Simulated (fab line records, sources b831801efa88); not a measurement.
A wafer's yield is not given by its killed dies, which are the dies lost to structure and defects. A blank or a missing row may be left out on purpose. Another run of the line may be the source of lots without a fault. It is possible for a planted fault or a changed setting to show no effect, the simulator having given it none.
Shared-tool check ; flow sky130 ; Sampled: 14 lots, 42 wafers

== REASON IT WAS OPENED ==
At SKY_SD_P_CD_MEAS_07 the reading cdNm is flagged on 2 of 14 lots. Fault-free wafers read 380 nm, with a standard deviation of 3.1.
Rule: flag the lot when none of its wafers has a number, or when each of its wafers that has one lies beyond 4 standard deviations from that mean. The rest of the lots are taken to be sound.

lot;measured;on;cdNm (nm), wafer by wafer;flag
L131;day 26 03:53;cdSem-01;384 385 386;
L132;day 26 09:02;cdSem-01;383 386 381;
L134;day 26 15:49;cdSem-02;381 383 383;
L135;day 27 17:10;cdSem-01;423 423 423;FLAGGED
L138;day 28 06:04;cdSem-02;424 426 425;FLAGGED
L139;day 28 16:13;cdSem-02;376 378 374;
L144;day 30 10:04;cdSem-01;380 379 379;
L145;day 30 14:49;cdSem-01;377 378 376;
L147;day 31 05:26;cdSem-01;380 377 379;
L148;day 31 21:20;cdSem-01;378 377 377;
L149;day 32 05:20;cdSem-01;377 376 377;
L151;day 32 10:20;cdSem-02;381 379 379;
L152;day 32 17:26;cdSem-01;379 377 379;
L153;day 33 06:34;cdSem-01;376 378 378;
Average over the flagged lots: 424 nm; offset from the usual +44 nm, equal to +14 standard deviations.

== LOT BY LOT: THE TOOL USED ==
The record keeps 1 process step preceding the reading, out of 708 steps on the route. Cell contents, in order: the tool; ch with the chambers the sampled wafers went through; the start.
lot;flag;SKY_SD_P_COAT_02
L131;;lithoTrack-04 ch 0, day 25 13:29
L132;;lithoTrack-03 ch 0, day 25 19:32
L134;;lithoTrack-03 ch 0, day 26 01:25
L135;FLAGGED;lithoTrack-03 ch 0, day 27 03:25
L138;FLAGGED;lithoTrack-03 ch 0, day 27 15:37
L139;;lithoTrack-04 ch 0, day 28 02:17
L144;;lithoTrack-04 ch 0, day 29 19:59
L145;;lithoTrack-03 ch 0, day 30 00:40
L147;;lithoTrack-03 ch 0, day 30 15:38
L148;;lithoTrack-03 ch 0, day 31 07:23
L149;;lithoTrack-03 ch 0, day 31 15:41
L151;;lithoTrack-03 ch 0, day 31 19:55
L152;;lithoTrack-02 ch 0, day 32 04:04
L153;;lithoTrack-02 ch 0, day 32 16:58
These steps, and what they do:
- SKY_SD_P_COAT_02: resist thk 1140 nm.
- SKY_SD_P_CD_MEAS_07: target cd 380 nm.

== FLAGGED OVER TOTAL, TOOL BY TOOL (the gauges that took the reading come last) ==
step;tool;lots run;flagged;share of the flagged lots;sound lots run after its first flagged lot
SKY_SD_P_COAT_02;lithoTrack-02;2;0;none;-
SKY_SD_P_COAT_02;lithoTrack-03;9;2;all;5 (L145,L147,L148,L149,L151)
SKY_SD_P_COAT_02;lithoTrack-04;3;0;none;-
SKY_SD_P_CD_MEAS_07;cdSem-01;10;1;some;7 (L144,L145,L147,L148,L149,L152,L153)
SKY_SD_P_CD_MEAS_07;cdSem-02;4;1;some;2 (L139,L151)

== WHAT THE TABLE ALLOWS ==
Rows of the table that ran each flagged lot: 1, that is lithoTrack-03 at SKY_SD_P_COAT_02.
- lithoTrack-03 at SKY_SD_P_COAT_02 ran 9 lots, 2 of them flagged. Sound lots ran on it after the first flagged one (L145, L147, L148, L149, L151), which a lasting fault on the whole tool wouldn't allow.
No row of the table ran every flagged lot and no sound lot after the first.

== WHAT THE SIMULATOR HAD INSERTED ==
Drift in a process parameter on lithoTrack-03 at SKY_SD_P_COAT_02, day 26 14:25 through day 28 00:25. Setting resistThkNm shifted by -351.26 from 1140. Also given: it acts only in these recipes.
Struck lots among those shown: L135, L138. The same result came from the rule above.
